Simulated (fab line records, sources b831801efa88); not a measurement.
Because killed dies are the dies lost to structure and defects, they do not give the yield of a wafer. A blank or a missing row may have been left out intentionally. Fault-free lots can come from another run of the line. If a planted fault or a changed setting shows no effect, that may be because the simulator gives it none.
fab line records	flow sky130
record lots=6	wafers=18	last_day=50
route steps=708 shown VT_ADJUST_HVTR@139 VT_ADJUST_PCH@143 SONOS_TUNNEL@154 PAD_OPEN@708
lots that met no fault: taken from a fault-free run of the same line
start_h: the number of hours between the record's first day and the start of the first shown wafer of the lot	wait_h: hours elapsed since this lot's preceding step	" unchanged from the row above	L1.1+2: a row that stands for several wafers	- value missing, or start not given	* or withheld: withheld	< > ~ a bound
route shown NAME@n: a module of which the file shows steps, and the number in the route of the first	usual: the fault-free wafers' mean and standard deviation	same: alike in all rows	chamber/n: place in a boat	sites: the reading at each site	_std_site: how widely they spread, as a standard deviation	_edge_site: mean of outer sites minus mean of inner sites	radius_mm: for every site, how far away it sits from the centre of the wafer	mask NAME#n: copy n	behind: the tool/chamber that last shaped the wafer	hold: why the lot was held/for how many hours/how that ended	device: the transistor (n, p or np) that didn't switch	end of line: the tests these same wafers got at the end of their route	a step with no rows: only its recipe	killed: dies lost to structure and defects at the first sort, not the wafer's yield	map: dies across one wafer; x = killed, . = not, _ = none there
set.NAME: the run value of the setting; set.NAME@STEP: its run value at that earlier step	model.NAME: the simulator's own value behind a step, which no gauge read
a table for each step, a row for each wafer; lots at some steps of the route
services: the hour from which a tool's chamber was out of use, counted from the record's first day as start_h (under 0 if before that day), plus the number of hours and why
## steps
# step SKY_VT_ADJUST_HVTR_OVL_MEAS_08
# usual VT_ADJUST_HVTR_OVL=-0.1/1.2
lot.wafer	tool	chamber	start_h	wait_h	VT_ADJUST_HVTR_OVL[nm]
L560.3	overlay-01	-	286.59	0.1	2.2
L560.4	"	-	"	"	1.7
L560.5	"	-	"	"	0.1
L561.1	overlay-01	-	300.10	0.1	0.7
L561.3	"	-	"	"	0.6
L561.6	"	-	"	"	1.0
L566.3	overlay-01	-	330.74	0.1	-0.2
L566.4	"	-	"	"	0.1
L566.6	"	-	"	"	-0.1
L568.2	overlay-02	-	347.25	0.1	0.8
L568.4	"	-	"	"	0.1
L568.5	"	-	"	"	0.1
L570.1	overlay-02	-	356.30	0.1	-1.3
L570.2	"	-	"	"	-1.9
L570.3	"	-	"	"	-0.2
L572.1	overlay-02	-	374.47	0.1	-2.4
L572.4	"	-	"	"	1.3
L572.6	"	-	"	"	-0.8
# step SKY_VT_ADJUST_HVTR_IMPLANT_09
# recipe species=B	energy_kev=10	dose_cm2=2.1e+12	tilt_deg=withheld
# step SKY_VT_ADJUST_HVTR_STRIP_10
# recipe chemistry=O2/N2	power_w=1400	pressure_mtorr=1500	platen_temp_c=withheld	o2_flow_sccm=3000	n2_flow_sccm=300	overash_fraction=0.5
# usual drypump_motor_current_A=5.9/0.52	o2_flow_sccm=2999/8.6	oes_product_au=0.715/0.0046	strip_time_to_endpoint_s=14.17/0.04
lot.wafer	tool	chamber	start_h	wait_h	drypump_motor_current_A	o2_flow_sccm	oes_product_au	rf_hours_counter_h	strip_time_to_endpoint_s
L560.3	plasma_asher-01	0	286.80	0.1	6.5	2994	0.710	-	14.20
L560.4	"	1	"	"	5.1	2981	0.723	-	14.19
L560.5	"	0	"	"	6.5	2993	0.705	-	14.18
L561.1	plasma_asher-04	0	300.28	0.1	6.4	3002	0.725	42	14.15
L561.3	"	1	"	"	6.2	2982	0.716	-	14.13
L561.6	"	0	"	"	6.4	2998	0.718	-	14.18
L566.3	plasma_asher-01	1	330.95	0.1	5.1	2994	0.705	-	14.13
L566.4	"	0	"	"	6.5	2996	0.718	-	14.18
L566.6	"	1	"	"	5.1	3004	0.724	-	14.15
L568.2	plasma_asher-01	1	347.43	0.1	5.1	2998	0.715	24	14.17
L568.4	"	1	"	"	5.1	2990	0.720	-	14.19
L568.5	"	0	"	"	6.5	2996	0.715	-	14.09
L570.1	plasma_asher-04	0	356.48	0.1	6.4	3020	0.723	45	14.21
L570.2	"	1	"	"	6.2	2996	0.720	45	14.23
L570.3	"	1	"	"	6.2	2995	0.715	-	14.25
L572.1	plasma_asher-04	1	374.66	0.1	6.2	3004	0.720	46	14.17
L572.4	"	0	"	"	6.4	2997	0.718	-	14.16
L572.6	"	0	"	"	6.4	2990	0.718	-	14.19
# step SKY_VT_ADJUST_HVTR_TW_MEAS_11
# usual VT_ADJUST_HVTR_TW=211.9/2.4
lot.wafer	tool	chamber	start_h	wait_h	VT_ADJUST_HVTR_TW
L560.3	film_metro-04	-	286.89	0.1	211.4
L560.4	"	-	"	"	210.6
L560.5	"	-	"	"	211.7
L561.1	film_metro-01	-	300.38	0.1	212.8
L561.3	"	-	"	"	213.8
L561.6	"	-	"	"	214.7
L566.3	film_metro-03	-	331.04	0.1	210.2
L566.4	"	-	"	"	208.7
L566.6	"	-	"	"	208.9
L568.2	film_metro-01	-	347.54	0.1	213.9
L568.4	"	-	"	"	213.6
L568.5	"	-	"	"	215.0
L570.1	film_metro-01	-	356.58	0.1	214.1
L570.2	"	-	"	"	214.9
L570.3	"	-	"	"	215.1
L572.1	film_metro-01	-	374.76	0.1	213.5
L572.4	"	-	"	"	213.8
L572.6	"	-	"	"	214.2
# step SKY_VT_ADJUST_PCH_DEHYDRATE_00
# recipe temp_c=200	time_s=60
# step SKY_VT_ADJUST_PCH_HMDS_01
# recipe prime_time_s=60	prime_temp_c=120
# step SKY_VT_ADJUST_PCH_COAT_02
# recipe spin_rpm=2000	resist_thk_nm=3000
# step SKY_VT_ADJUST_PCH_SOFTBAKE_03
# recipe temp_c=110	time_s=withheld
# step SKY_VT_ADJUST_PCH_EXPOSE_04
# recipe mask_id=NWM	na=0.6	source_shape=conventional	sigma_outer=0.6	polarization=unpolarized	target_cd_nm=840	dose_mj=255
# step SKY_VT_ADJUST_PCH_PEB_05
# recipe temp_c=115	time_s=withheld
# step SKY_VT_ADJUST_PCH_DEVELOP_06
# recipe wall_angle_deg=90	developer=TMAH	develop_time_s=60	dev_temp_c=23
# step SKY_VT_ADJUST_PCH_OVL_MEAS_07
# usual VT_ADJUST_PCH_OVL=-0.3/1.3
lot.wafer	tool	chamber	start_h	wait_h	VT_ADJUST_PCH_OVL[nm]
L560.3	overlay-01	-	312.31	-	0.1
L560.4	"	-	"	"	-0.4
L560.5	"	-	"	"	-1.3
L561.1	overlay-02	-	325.69	-	-1.4
L561.3	"	-	"	"	-1.5
L561.6	"	-	"	"	-1.3
L566.3	overlay-01	-	356.67	-	0.4
L566.4	"	-	"	"	1.5
L566.6	"	-	"	"	0.8
L568.2	overlay-02	-	374.71	-	1.2
L568.4	"	-	"	"	0.7
L568.5	"	-	"	"	0.6
L570.1	overlay-01	-	384.74	-	-1.3
L570.2	"	-	"	"	1.2
L570.3	"	-	"	"	-1.6
L572.1	overlay-01	-	403.15	-	1.4
L572.4	"	-	"	"	-1.6
L572.6	"	-	"	"	0.0
# step SKY_VT_ADJUST_PCH_IMPLANT_08
# recipe species=B	energy_kev=10	dose_cm2=5e+11	tilt_deg=withheld
# usual dose_ions_cm2=4.999e+11/5.3e+08	faraday_current_uA=2.81/0.053
lot.wafer	tool	chamber	start_h	wait_h	dose_ions_cm2	faraday_current_uA
L560.3	implanter-04	0	312.38	0.1	5.005e+11	2.84
L560.4	"	0	"	"	4.998e+11	2.76
L560.5	"	0	"	"	5.003e+11	2.75
L561.1	implanter-02	0	325.73	0.0	5.001e+11	2.81
L561.3	"	0	"	"	5.002e+11	2.86
L561.6	"	0	"	"	4.991e+11	2.88
L566.3	implanter-02	0	356.74	0.1	7.666e+11	4.32
L566.4	"	0	"	"	7.682e+11	4.34
L566.6	"	0	"	"	7.679e+11	4.36
L568.2	implanter-02	0	374.76	0.0	7.683e+11	4.44
L568.4	"	0	"	"	7.676e+11	4.46
L568.5	"	0	"	"	7.678e+11	4.25
L570.1	implanter-03	0	384.78	0.0	5.008e+11	2.82
L570.2	"	0	"	"	4.994e+11	2.81
L570.3	"	0	"	"	4.995e+11	2.93
L572.1	implanter-04	0	403.19	0.0	5.004e+11	2.77
L572.4	"	0	"	"	4.989e+11	2.87
L572.6	"	0	"	"	4.991e+11	2.84
# step SKY_VT_ADJUST_PCH_STRIP_09
# recipe chemistry=O2/N2	power_w=1400	pressure_mtorr=1500	platen_temp_c=withheld	o2_flow_sccm=3000	n2_flow_sccm=300	overash_fraction=0.5
# usual drypump_motor_current_A=5.7/0.53	o2_flow_sccm=3000/9.8	oes_product_au=0.722/0.005	strip_time_to_endpoint_s=36.94/0.11
lot.wafer	tool	chamber	start_h	wait_h	drypump_motor_current_A	o2_flow_sccm	oes_product_au	rf_hours_counter_h	strip_time_to_endpoint_s
L560.3	plasma_asher-02	0	312.51	0.1	6.1	2997	0.726	-	36.86
L560.4	"	1	"	"	4.8	2999	0.717	-	36.73
L560.5	"	1	"	"	4.8	3006	0.721	-	36.73
L561.1	plasma_asher-03	1	325.88	0.1	5.8	2995	0.717	65	36.87
L561.3	"	0	"	"	5.5	2985	0.725	-	36.78
L561.6	"	1	"	"	5.8	2985	0.719	-	36.75
L566.3	plasma_asher-04	1	356.87	0.1	6.2	2990	0.728	-	36.96
L566.4	"	0	"	"	6.4	2998	0.717	-	36.99
L566.6	"	0	"	"	6.4	2997	0.720	-	36.97
L568.2	plasma_asher-02	0	374.89	0.1	6.1	2996	0.736	72	36.90
L568.4	"	1	"	"	4.8	2985	0.728	-	36.99
L568.5	"	0	"	"	6.1	2996	0.712	-	36.97
L570.1	plasma_asher-02	0	384.93	0.1	6.0	2990	0.726	73	36.90
L570.2	"	1	"	"	4.8	2993	0.714	73	36.80
L570.3	"	0	"	"	6.1	3001	0.719	-	36.97
L572.1	plasma_asher-03	1	403.34	0.1	5.8	3002	0.716	72	36.98
L572.4	"	1	"	"	5.8	2995	0.721	-	36.93
L572.6	"	1	"	"	5.8	2991	0.721	-	36.99
# step SKY_VT_ADJUST_PCH_TW_MEAS_10
# usual VT_ADJUST_PCH_TW=142.9/1.5
lot.wafer	tool	chamber	start_h	wait_h	VT_ADJUST_PCH_TW
L560.3	film_metro-02	-	312.60	0.1	142.5
L560.4	"	-	"	"	142.2
L560.5	"	-	"	"	142.0
L561.1	film_metro-01	-	325.98	0.1	143.7
L561.3	"	-	"	"	143.3
L561.6	"	-	"	"	143.2
L566.3	film_metro-01	-	356.96	0.1	162.3
L566.4	"	-	"	"	163.2
L566.6	"	-	"	"	163.0
L568.2	film_metro-02	-	375.00	0.1	158.9
L568.4	"	-	"	"	158.8
L568.5	"	-	"	"	158.8
L570.1	film_metro-02	-	385.03	0.1	140.4
L570.2	"	-	"	"	141.8
L570.3	"	-	"	"	141.2
L572.1	film_metro-02	-	403.44	0.1	141.4
L572.4	"	-	"	"	141.6
L572.6	"	-	"	"	141.0
# step SKY_SONOS_TUNNEL_DEHYDRATE_00
# recipe temp_c=200	time_s=60
# step SKY_PAD_OPEN_PROBE_99
# usual killed_at_M0_to_M3=43/6.6	killed_at_M4_up=3.0/1.7	killed_at_contacts=24/5.4	killed_at_front_end=16/4.6	killed_at_other=0.3/0.53	killed_dies=87/9.7	killed_open=47/7.3	killed_short=39/6.5
# same gross_dies=492	killed_at_back_side=0
lot.wafer	tool	chamber	start_h	wait_h	killed_at_M0_to_M3	killed_at_M4_up	killed_at_contacts	killed_at_front_end	killed_at_other	killed_dies	killed_open	killed_short	model.etest.nfet_16v.r_on_ohm_um	model.etest.pfet_g5v0d10v5.r_on_ohm_um	model.etest.pfet_g5v0d10v5.drive_ua_um	model.etest.pfet_01v8_lvt.drive_ua_um	model.etest.pfet_g5v0d10v5.off_log10_a_um	model.etest.pfet_01v8_lvt.off_log10_a_um	model.etest.pfet_g5v0d10v5.vt_sat_v	model.etest.pfet_16v.vt_v
L560.3	prober-01	-	1145.71	0.2	45	0	32	19	0	96	52	44	1.398e+04	4738	343.8	171.9	-12.76	-9.193	-0.6377	-1.099
L560.4	prober-01	-	1145.76	0.2	54	2	29	21	0	106	55	51	1.389e+04	4641	346	175.3	-12.73	-8.931	-0.6414	-1.095
L560.5	prober-01	-	1145.81	0.2	44	0	30	11	0	85	50	35	1.4e+04	4740	341.9	173.8	-12.77	-8.96	-0.6569	-1.111
L561.1	prober-02	-	1152.18	0.1	36	3	20	22	0	81	44	37	1.403e+04	4672	348.1	174.2	-12.58	-8.83	-0.6337	-1.122
L561.3	prober-02	-	1152.28	0.2	41	2	24	16	0	83	43	40	1.422e+04	4750	336.6	172.6	-13.02	-8.841	-0.6833	-1.132
L561.6	prober-02	-	1152.43	0.2	44	3	30	20	1	98	52	46	1.404e+04	4788	335.7	171.8	-12.78	-8.961	-0.6719	-1.134
L566.3	prober-01	-	1171.50	0.2	53	3	23	11	1	91	54	37	1.459e+04	4606	350.9	187.9	-11.51	-7.605	-0.5399	-0.9802
L566.4	prober-01	-	1171.55	0.2	30	5	21	9	0	65	36	28	1.437e+04	4679	351.8	182.9	-11.56	-7.841	-0.5348	-0.9836
L566.6	prober-01	-	1171.65	0.2	39	4	21	17	0	81	48	33	1.457e+04	4599	353.8	187.4	-10.72	-7.891	-0.4726	-0.9806
L568.2	prober-01	-	1182.73	0.1	35	3	33	20	0	91	53	38	1.422e+04	4632	349.8	180.6	-11.43	-7.939	-0.5024	-0.9915
L568.4	prober-01	-	1182.83	0.2	43	3	26	22	0	94	63	31	1.412e+04	4665	346.3	179.5	-11.44	-7.928	-0.5234	-0.9876
L568.5	prober-01	-	1182.88	0.2	43	4	31	15	0	93	49	44	1.408e+04	4587	358.1	182.4	-11.12	-7.874	-0.493	-0.9875
L570.1	prober-01	-	1186.31	0.1	40	2	26	16	0	84	47	37	1.385e+04	4722	342.1	172.7	-12.68	-9.522	-0.6548	-1.125
L570.2	prober-01	-	1186.36	0.1	49	1	15	18	2	85	37	48	1.376e+04	4663	345.2	174.8	-12.84	-9.288	-0.654	-1.127
L570.3	prober-01	-	1186.41	0.2	48	3	24	12	0	87	53	34	1.398e+04	4768	334.9	172.9	-13.15	-9.107	-0.7048	-1.126
L572.1	prober-01	-	1199.96	0.1	45	4	30	15	1	95	46	47	1.393e+04	4722	344.1	173.8	-12.42	-8.982	-0.6326	-1.1
L572.4	prober-01	-	1200.11	0.2	47	1	25	14	1	88	52	35	1.422e+04	4781	340	170.5	-12.58	-9.002	-0.6375	-1.104
L572.6	prober-01	-	1200.21	0.2	45	3	34	17	0	99	62	37	1.408e+04	4785	338.1	171.4	-12.8	-9.05	-0.6559	-1.108
# killed by level:class
L560.3 CONTACT:geometric_particle:open=10 CONTACT:geometric_particle:short=9 VIA1:geometric_particle:open=9 METAL2:geometric_particle:short=8 POLY_GATE:geometric_particle:open=6 LI_CONTACT:geometric_particle:open=6 FIELD_ISO:geometric_particle:short=5 LOCAL_INTERCONNECT:geometric_particle:short=5
L560.4 METAL2:geometric_particle:short=13 CONTACT:geometric_particle:open=12 VIA1:geometric_particle:open=10 VIA2:geometric_particle:open=10 FIELD_ISO:geometric_particle:open=6 FIELD_ISO:geometric_particle:short=5 POLY_GATE:geometric_particle:open=5 LI_CONTACT:geometric_particle:open=5
L560.5 VIA1:geometric_particle:open=13 VIA2:geometric_particle:open=10 CONTACT:geometric_particle:open=9 LI_CONTACT:geometric_particle:open=8 LI_CONTACT:geometric_particle:short=5 POLY_GATE:geometric_particle:short=4 VIA3:geometric_particle:open=4 VIA1:geometric_particle:short=4
L561.1 CONTACT:geometric_particle:open=10 VIA1:geometric_particle:open=10 FIELD_ISO:geometric_particle:short=7 METAL2:geometric_particle:short=6 VIA3:geometric_particle:open=5 FIELD_ISO:geometric_particle:open=4 POLY_GATE:geometric_particle:short=4 POLY_GATE:geometric_particle:open=4
L561.3 CONTACT:geometric_particle:open=9 POLY_GATE:geometric_particle:short=7 VIA2:geometric_particle:short=7 VIA1:geometric_particle:open=7 LI_CONTACT:geometric_particle:open=6 VIA3:geometric_particle:open=6 VIA2:geometric_particle:open=5 METAL1:geometric_particle:short=3
L561.6 METAL1:geometric_particle:short=10 LI_CONTACT:geometric_particle:open=9 CONTACT:geometric_particle:open=9 VIA2:geometric_particle:open=8 FIELD_ISO:geometric_particle:short=5 VIA1:geometric_particle:open=5 POLY_GATE:geometric_particle:open=5 METAL1:geometric_particle:open=5
L566.3 CONTACT:geometric_particle:open=13 VIA3:geometric_particle:open=12 METAL1:geometric_particle:short=10 LI_CONTACT:geometric_particle:open=7 VIA2:geometric_particle:open=7 VIA1:geometric_particle:open=6 METAL2:geometric_particle:short=6 FIELD_ISO:geometric_particle:short=4
L566.4 METAL1:geometric_particle:short=8 VIA1:geometric_particle:open=8 CONTACT:geometric_particle:open=6 VIA3:geometric_particle:open=6 LI_CONTACT:geometric_particle:open=5 CONTACT:geometric_particle:short=5 LOCAL_INTERCONNECT:geometric_particle:short=4 VIA2:geometric_particle:open=4
L566.6 VIA1:geometric_particle:open=11 VIA3:geometric_particle:open=9 LI_CONTACT:geometric_particle:open=8 LI_CONTACT:geometric_particle:short=5 METAL3:geometric_particle:short=5 VIA2:geometric_particle:open=5 FIELD_ISO:geometric_particle:open=4 VIA3:geometric_particle:short=4
L568.2 VIA1:geometric_particle:open=12 LI_CONTACT:geometric_particle:open=11 FIELD_ISO:geometric_particle:short=8 CONTACT:geometric_particle:short=7 CONTACT:geometric_particle:open=6 VIA3:geometric_particle:open=6 FIELD_ISO:geometric_particle:open=5 POLY_GATE:geometric_particle:open=4
L568.4 CONTACT:geometric_particle:open=12 VIA1:geometric_particle:open=10 LI_CONTACT:geometric_particle:open=9 METAL1:geometric_particle:short=7 FIELD_ISO:geometric_particle:open=6 VIA1:geometric_particle:short=6 VIA2:geometric_particle:open=6 VIA3:geometric_particle:open=5
L568.5 VIA1:geometric_particle:open=16 LI_CONTACT:geometric_particle:open=9 METAL3:geometric_particle:short=7 CONTACT:geometric_particle:open=6 LOCAL_INTERCONNECT:geometric_particle:short=5 LI_CONTACT:geometric_particle:short=5 CONTACT:geometric_particle:short=5 METAL2:geometric_particle:short=5
L570.1 CONTACT:geometric_particle:open=15 VIA1:geometric_particle:open=8 VIA2:geometric_particle:open=7 METAL2:geometric_particle:short=6 FIELD_ISO:geometric_particle:short=5 CONTACT:geometric_particle:short=5 METAL1:geometric_particle:short=5 METAL3:geometric_particle:short=4
L570.2 METAL2:geometric_particle:short=11 METAL1:geometric_particle:short=9 VIA1:geometric_particle:open=8 CONTACT:geometric_particle:open=6 VIA2:geometric_particle:open=6 FIELD_ISO:geometric_particle:short=5 VIA3:geometric_particle:open=4 LOCAL_INTERCONNECT:geometric_particle:short=4
L570.3 VIA1:geometric_particle:open=14 VIA2:geometric_particle:open=10 LI_CONTACT:geometric_particle:open=8 LOCAL_INTERCONNECT:geometric_particle:short=5 METAL1:geometric_particle:short=5 CONTACT:geometric_particle:open=4 METAL2:geometric_particle:short=4 VIA3:geometric_particle:open=4
L572.1 CONTACT:geometric_particle:open=13 VIA1:geometric_particle:open=12 METAL2:geometric_particle:short=9 LI_CONTACT:geometric_particle:open=6 METAL1:geometric_particle:short=6 VIA1:geometric_particle:short=5 LI_CONTACT:geometric_particle:short=5 FIELD_ISO:geometric_particle:open=4
L572.4 VIA1:geometric_particle:open=10 CONTACT:geometric_particle:open=9 VIA3:geometric_particle:open=9 METAL2:geometric_particle:short=9 LI_CONTACT:geometric_particle:open=7 VIA1:geometric_particle:short=6 CONTACT:geometric_particle:short=5 METAL1:geometric_particle:short=4
L572.6 CONTACT:geometric_particle:open=16 VIA1:geometric_particle:open=11 VIA3:geometric_particle:open=10 LI_CONTACT:geometric_particle:open=8 FIELD_ISO:geometric_particle:open=6 VIA1:geometric_particle:short=5 METAL2:geometric_particle:short=5 FIELD_ISO:geometric_particle:short=4
## services
tool	chamber	start_h	hours	kind
implanter-02	-	265.03	1.5	repair
implanter-02	-	268.63	1.9	repair
implanter-02	-	268.76	3.8	repair
implanter-04	-	269.93	20.3	pm
plasma_asher-04	-	307.60	28.1	pm
implanter-04	-	339.56	2.2	pm
plasma_asher-03	-	348.37	2.2	repair
implanter-02	-	348.91	3.5	repair
plasma_asher-02	-	363.64	3.6	repair
## key
first_sign step=SKY_VT_ADJUST_PCH_IMPLANT_08	reading=dose_ions_cm2	direction=up	sigmas=99+	usual=*	struck=*
effect step=SKY_VT_ADJUST_PCH_IMPLANT_08	reading=faraday_current_uA	direction=up	sigmas=29	usual=2.81	struck=4.36
effect step=SKY_VT_ADJUST_PCH_TW_MEAS_10	reading=VT_ADJUST_PCH_TW	direction=up	sigmas=12	usual=142.9	struck=160.8
model_effect step=SKY_PAD_OPEN_PROBE_99	value=etest.nfet_16v.r_on_ohm_um	without=1.396e+04	struck=1.433e+04
met_at SKY_VT_ADJUST_PCH_IMPLANT_08
struck_wafers L566.3,L566.4,L566.6,L568.2,L568.4,L568.5
tester_left_out L566,L568
onset_between 325.73 356.74
fault kind=process_parameter_drift	tool=implanter-02	chamber=-	onset_h=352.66	steps=SKY_VT_ADJUST_PCH_IMPLANT_08	channel=dose_cm2	offset=*	shape=step	end_h=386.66	acts_in=*	stated=*
# tester_left_out: of these lots the tester's yield and bins aren't shown, on N5 and GAA mostly nor the transistor test; their killed dies are dies lost to structure and defects alone, not to doping, threshold or leakage, so they don't give the yield
